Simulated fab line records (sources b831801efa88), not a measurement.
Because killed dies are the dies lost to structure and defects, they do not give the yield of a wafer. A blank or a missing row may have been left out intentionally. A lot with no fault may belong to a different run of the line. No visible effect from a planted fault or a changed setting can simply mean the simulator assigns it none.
Matching of chambers ; flow sky130 ; pecvd-03 running SKY_PASSIVATION_CVD_00: 3 sister chambers
The step deposits SiO2, target thk 90 nm. 6 wafers are shown with their chamber, then 8 later ones without.

## WAFERS, EACH WITH ITS CHAMBER
wafer;chamber;heater power w (W)
L082.3;0;458
L082.5;1;739
L090.1;0;484
L090.3;2;568
L090.5;2;594
L092.1;1;696

## WAFERS WITHOUT THEIR CHAMBER
wafer;heater power w (W)
L092.4;427
L092.6;433
L095.2;441
L095.5;613
L095.6;452
L097.1;499
L097.5;506
L097.6;653

## EACH ONE'S CHAMBER
wafer;from the rows above;in truth
L092.4;0;0
L092.6;0;0
L095.2;0;0
L095.5;2;2
L095.6;0;0
L097.1;0;0
L097.5;can't be placed: 0 or 2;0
L097.6;can't be placed: 1 or 2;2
Correct placement for 6 of the 8. These rows do not allow placing 2 (true chamber among the candidates in 2). Placed wrongly: 0.
How it was worked out, from the rows above alone: a wafer's distance from a chamber is the root of the sum, over the readings, of the square of ((its reading less the chamber's mean) divided by the reading's scatter). The wafer belongs to the nearest chamber; if the next one is less than 2 further off, it can't be placed. For every chamber, the mean is computed from those of its wafers that are shown. The scatter: the root of (the sum of the squares of (reading less its chamber's mean) over the shown wafers, divided by (wafers less chambers)).
